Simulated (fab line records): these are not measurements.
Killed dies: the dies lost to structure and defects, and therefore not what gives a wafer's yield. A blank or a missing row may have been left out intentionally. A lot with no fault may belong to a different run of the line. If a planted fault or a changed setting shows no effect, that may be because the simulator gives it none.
Comparing a struck lot with a sound one :: flow sky130 :: 43 steps out of a route of 708
Sound: these wafers, L331.3, L331.5, L331.6. Wafers struck: L344.2, L344.4, L344.5. The cause is given at the end.
Each step with rows lists, per side, the tool, then ch with its chambers, then its first start. Under that, the readings that differ: sound wafers :: struck wafers :: difference of the means :: sigmas: that difference in standard deviations of wafers without a fault.
alike: readings with means less than 2 such deviations apart, plus words and numbers identical on both sides. not compared: withheld readings, readings lacking a value on some wafer, bounds such as >300 that could conceal the same value, and numbers that have no deviation in the record and whose values overlap.
The two part at a step that has a row with sigmas, a row that says differs or no value, or rows on one side only. Non-overlapping numbers with no deviation appear without sigmas and do not part them. Lack of a reading on every wafer of one side parts them only where that side has two or more wafers.

SKY_SPACER_ETCHBACK_02: etches Si3N4 in CH3F/O2, stops on SiO2, time 46.7 s, target depth 45 nm.
  sound on rie diel-04 ch 1,2, day 24 15:26; struck on rie diel-03 ch 0,1, day 29 03:20
  alike: bias w, chamber pressure mTorr, drypump motor current A, oes product au, throttle valve pct
  not compared: rf hours counter h
then, 8 steps without rows for these wafers: SKY_POLY_CUT_DEHYDRATE_00 (time 60 s); SKY_POLY_CUT_HMDS_01 (prime time 60 s); SKY_POLY_CUT_COAT_02 (resist thk 60 nm); SKY_POLY_CUT_COAT_03 (resist thk 450 nm); SKY_POLY_CUT_SOFTBAKE_04 (time 90 s); SKY_POLY_CUT_EXPOSE_05 (exposes mask NPCM, target cd 270 nm); SKY_POLY_CUT_PEB_06; SKY_POLY_CUT_DEVELOP_07 (develop time 60 s).
SKY_POLY_CUT_CD_MEAS_08: the cd target is 270 nm.
  struck on cd sem-01, day 30 07:37; sound on cd sem-02, day 25 20:44
  alike: cd nm
SKY_POLY_CUT_OVL_MEAS_09:
  struck on overlay-01, day 30 07:43; sound on overlay-02, day 25 20:50
  alike: POLY_CUT_OVL
SKY_POLY_CUT_ETCH_10: etches BARC in N2/H2, stops on SiO2, time 45.9 s, target depth 60 nm.
  sound on rie diel-04 ch 2,3, day 25 20:52; struck on rie diel-03 ch 0,3, day 30 07:45
  alike: bias w, chamber pressure mTorr, drypump motor current A, n2 flow sccm, oes product au, throttle valve pct
  not compared: rf hours counter h
SKY_POLY_CUT_ETCH_11: etches Si3N4 in CF4/CH2F2/Ar, stops on poly-Si, time 42.5 s, target depth 60 nm.
  sound on rie diel-04 ch 2,3, day 25 20:54; struck on rie diel-03 ch 0,3, day 30 07:47
  alike: bias w, chamber pressure mTorr, drypump motor current A, oes product au, throttle valve pct
  not compared: rf hours counter h
SKY_POLY_CUT_STRIP_12: strips in O2/N2.
  sound on plasma asher-02 ch 0,1, day 25 20:58; struck on plasma asher-02 ch 0,1, day 30 07:50
  alike: chamber pressure mTorr, drypump motor current A, n2 flow sccm, oes product au, strip time to endpoint s
  not compared: rf hours counter h
then, 7 steps without rows for these wafers: SKY_SD_P_DEHYDRATE_00 (time 60 s); SKY_SD_P_HMDS_01 (prime time 60 s); SKY_SD_P_COAT_02 (resist thk 1140 nm); SKY_SD_P_SOFTBAKE_03 (time 60 s); SKY_SD_P_EXPOSE_04 (exposes mask PSDM, target cd 380 nm); SKY_SD_P_PEB_05; SKY_SD_P_DEVELOP_06 (develop time 60 s).
SKY_SD_P_CD_MEAS_07: the cd target is 380 nm.
  struck on cd sem-01, day 31 11:51; sound on cd sem-01, day 27 02:14
  alike: cd nm
SKY_SD_P_OVL_MEAS_08:
  struck on overlay-02, day 31 11:58; sound on overlay-01, day 27 02:20
reading: SD_P_OVL (nm)
sound: 1.4 0.7 1.6
struck: -2.2 -2.4 -2.6
difference: -3.6
sigmas: -3
after that, 1 step had no rows for these wafers: SKY_SD_P_IMPLANT_09.
SKY_SD_P_STRIP_10: strips in O2/N2.
  sound on plasma asher-04 ch 0,1, day 27 02:32; struck on plasma asher-04 ch 1, day 31 12:08
  alike: chamber pressure mTorr, drypump motor current A, n2 flow sccm, oes product au, strip time to endpoint s
  not compared: rf hours counter h
SKY_SD_P_TW_MEAS_11:
  struck on film metro-04, day 31 12:15; sound on film metro-04, day 27 02:38
  alike: SD_P_TW
then, 8 steps without rows for these wafers: SKY_RES_XHIGH_DEHYDRATE_00 (time 60 s); SKY_RES_XHIGH_HMDS_01 (prime time 60 s); SKY_RES_XHIGH_COAT_02 (resist thk 1140 nm); SKY_RES_XHIGH_SOFTBAKE_03 (time 60 s); SKY_RES_XHIGH_EXPOSE_04 (exposes mask URPM, target cd 1270 nm); SKY_RES_XHIGH_PEB_05; SKY_RES_XHIGH_DEVELOP_06 (develop time 60 s); SKY_RES_XHIGH_IMPLANT_07.
SKY_RES_XHIGH_STRIP_08: strips in O2/N2.
  sound on plasma asher-04 ch 0,1, day 28 07:53; struck on plasma asher-01 ch 1, day 32 14:34
reading: drypump motor current A (A)
sound: 5.4 5.0 5.4
struck: 6.3 6.3 6.3
difference: +1.0
sigmas: +2
  alike: chamber pressure mTorr, n2 flow sccm, oes product au, strip time to endpoint s
  not compared: rf hours counter h
SKY_RES_XHIGH_TW_MEAS_09:
  struck on film metro-04, day 32 14:40; sound on film metro-01, day 28 07:58
  alike: RES_XHIGH_TW
then, 6 steps without rows for these wafers: SKY_SD_N_DEHYDRATE_00 (time 60 s); SKY_SD_N_HMDS_01 (prime time 60 s); SKY_SD_N_COAT_02 (resist thk 1140 nm); SKY_SD_N_SOFTBAKE_03 (time 60 s); SKY_SD_N_EXPOSE_04 (exposes mask NSDM, target cd 380 nm); SKY_SD_N_PEB_05.
-- record jumps: 17 days separate the struck wafers' starts on either side; left off in module SD_N, taken up again in module PAD_OPEN, whose first shown step is the route's number 708 --
SKY_PAD_OPEN_PROBE_99:
  struck on prober-02, day 49 21:47; sound on prober-01, day 46 22:19
reading: hold
sound: - - -
struck: await dispo/1.0h/release await dispo/1.0h/release await dispo/1.0h/release
difference: no value on the sound wafers
sigmas: 

reading: killed at front end
sound: 6 13 10
struck: 33 40 59
difference: +34
sigmas: +8

reading: killed dies
sound: 75 75 69
struck: 131 115 130
difference: +52
sigmas: +5
  alike: killed_at_M0_to_M3, killed_at_M4_up, killed at contacts, killed at other, killed open, killed short

## WHERE THEY PART
Last at SKY_PAD_OPEN_PROBE_99 as far as this record goes, first at SKY_SD_P_OVL_MEAS_08.

WHY: whatever the simulator had introduced
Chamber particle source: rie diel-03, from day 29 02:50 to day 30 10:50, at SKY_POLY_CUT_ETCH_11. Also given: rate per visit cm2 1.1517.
